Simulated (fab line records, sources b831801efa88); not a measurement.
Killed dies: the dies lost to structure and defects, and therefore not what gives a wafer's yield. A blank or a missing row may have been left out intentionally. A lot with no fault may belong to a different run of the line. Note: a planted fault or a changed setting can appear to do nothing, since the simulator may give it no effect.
A struck lot beside a sound one	flow sky130	17 out of 708 route steps
Sound: wafers L608.3, L608.4, L608.6. Struck: wafers L618.1, L618.2, L618.4. Last of all comes the cause.
Per side, at each step with rows, come the tool, then ch with its chambers, and then its first start. Under that, the readings that differ: sound wafers	struck wafers	difference of the means	sigmas: that difference in standard deviations of wafers without a fault.
alike: same words and numbers on both sides, and readings whose means sit less than 2 such deviations apart. not compared: any withheld reading, any reading some wafer has no value for, any bound like >300 that may hide the same value, and any number with overlapping values for which the record gives no deviation.
A row with sigmas, a row that says differs or no value, or rows on one side alone: a step with any of these is where the two part. Non-overlapping numbers with no deviation appear without sigmas and do not part them. A reading that every wafer of one side lacks parts them only if that side has two wafers or more.

first, 4 steps without rows for these wafers: SKY_LDD_LDN_SOFTBAKE_03 (time 60 s); SKY_LDD_LDN_EXPOSE_04 (exposes mask LDNTM, target cd 700 nm); SKY_LDD_LDN_PEB_05; SKY_LDD_LDN_DEVELOP_06 (develop time 60 s).
SKY_LDD_LDN_OVL_MEAS_07:
  sound on overlay-02, day 25 01:31; struck on overlay-01, day 28 16:52
  alike: LDD_LDN_OVL
then, 4 steps without rows for these wafers: SKY_LDD_LDN_IMPLANT_08; SKY_LDD_LDN_IMPLANT_09; SKY_LDD_LDN_IMPLANT_10; SKY_LDD_LDN_IMPLANT_11.
SKY_LDD_LDN_STRIP_12: strips in O2/N2.
  sound on plasma asher-03 ch 0,1, day 25 02:10; struck on plasma asher-02 ch 0,1, day 28 17:30
  alike: chamber pressure mTorr, drypump motor current A, o2 flow sccm, oes product au, strip time to endpoint s
  not compared: rf hours counter h
SKY_LDD_LDN_TW_MEAS_13:
  sound on film metro-03, day 25 02:15; struck on film metro-03, day 28 17:36
  alike: LDD_LDN_TW
then, 1 step without rows for these wafers: SKY_LDD_LDN_CLEAN_14 (cleans in SC1/SC2, time 150 s).
SKY_SPACER_CVD_00: deposits Si3N4 from DCS/NH3, target thk 43.1 nm, time 740 s.
  sound on lpcvd-02 ch 0, day 25 03:14; struck on lpcvd-02 ch 0, day 28 18:04
  alike: susceptor temp C
SKY_SPACER_THK_MEAS_01:
  sound on film metro-03, day 25 04:28; struck on film metro-03, day 28 19:16
reading	sound	struck	difference	sigmas
SPACER_CVD_00_THK (nm)	43.3 43.2 43.1	36.0 35.9 36.0	-7.2	-17
SKY_SPACER_ETCHBACK_02: etches Si3N4 in CH3F/O2, stops on SiO2, time 46.7 s, target depth 45 nm.
  sound on rie diel-03 ch 1,2, day 25 04:30; struck on rie diel-04 ch 0,1,3, day 28 19:20
reading	sound	struck	difference	sigmas
oes product au (a.u.)	0.861 0.859 0.862	0.773 0.774 0.774	-0.087	-13
  alike: chamber pressure mTorr, drypump motor current A, throttle valve pct
  not compared: rf hours counter h
then, 1 step without rows for these wafers: SKY_POLY_CUT_DEHYDRATE_00 (time 60 s).
-- here the record skips 21 days between the struck wafers' starts before and after, leaving off in module POLY_CUT and picking up in module PAD_OPEN (first step shown: number 708 of the route) --
SKY_PAD_OPEN_PROBE_99:
  sound on prober-01, day 47 08:30; struck on prober-01, day 49 19:05
reading	sound	struck	difference	sigmas
model.etest.pfet_01v8.drive ua um rim less centre	3.182 3.349 -1.262	15.04 12.2 12.85	+11.61	
model.etest.pfet_01v8.drive ua um range	5.434 5.359 5.877	20.49 17.31 17.99	+13.04	
model.etest.pfet_01v8.vt v rim less centre	0.00241 0.009588 0.003098	0.01452 0.01184 0.01535	+0.00887	
model.etest.pfet_01v8.vt v range	0.004876 0.01253 0.008096	0.02805 0.02666 0.02576	+0.01832	
  alike: killed_at_M0_to_M3, killed_at_M4_up, killed at contacts, killed at front end, killed at other, killed dies, killed open, killed short
  not compared: model.etest.nfet_01v8.drive ua um rim less centre, model.etest.nfet_01v8.drive ua um range

== WHERE THEY PART ==
At SKY_SPACER_THK_MEAS_01 first; at SKY_SPACER_ETCHBACK_02 last (within this record only). Later steps at which nothing parts them and some readings are alike: SKY_PAD_OPEN_PROBE_99.

WHY: what the simulator had put in
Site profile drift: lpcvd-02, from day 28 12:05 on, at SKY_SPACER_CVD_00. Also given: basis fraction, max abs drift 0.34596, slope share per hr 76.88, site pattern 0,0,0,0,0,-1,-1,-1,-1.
